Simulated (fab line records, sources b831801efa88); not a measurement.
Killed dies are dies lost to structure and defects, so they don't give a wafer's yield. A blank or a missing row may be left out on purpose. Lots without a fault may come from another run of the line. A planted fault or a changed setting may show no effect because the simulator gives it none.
Which tool did it? | flow sky130 | 7 lots, 20 wafers sampled, at 1 step of a route of 708

WHAT THE GAUGES READ, wafer by wafer
SKY_FIELD_ISO_BOW_MEAS_00.
lot  | measured    | on            | INCOMING_BOW (um)
L653 | day 1 20:00 | film_metro-01 | 6 0 7
L656 | day 2 11:00 | film_metro-04 | -4 -4 9
L660 | day 3 07:00 | film_metro-02 | -6 3 -7
L665 | day 4 08:01 | film_metro-01 | -1 -8 9
L667 | day 4 18:00 | film_metro-01 | -3 0 -8
L671 | day 5 14:01 | film_metro-04 | 5 -8 -11
L674 | day 6 05:02 | film_metro-01 | 11 3

WHICH TOOL RAN EACH LOT (tool, then ch and the chambers of the sampled wafers, then the start)
The record holds no process step before these readings.

THE ANSWER, worked out from the rows above alone
Rule: what is usual is taken from the lots themselves. Put in order of their means at a reading, lots are off if they are a third of the lots or fewer, leave a main group of 4 or more, and stand apart from it by a gap of 3 or more times the standard deviation of the main group's means; of several such gaps the widest counts. A main group whose means are all the same, to the digits that the tables above print for the reading, isn't used. A lot without any number at a reading at which 4 lots or more have one is off too. The other lots that the step has rows for count as sound.
No lot is off at any reading shown: from this, nothing can be told.

WHAT THE SIMULATOR HAD PUT IN
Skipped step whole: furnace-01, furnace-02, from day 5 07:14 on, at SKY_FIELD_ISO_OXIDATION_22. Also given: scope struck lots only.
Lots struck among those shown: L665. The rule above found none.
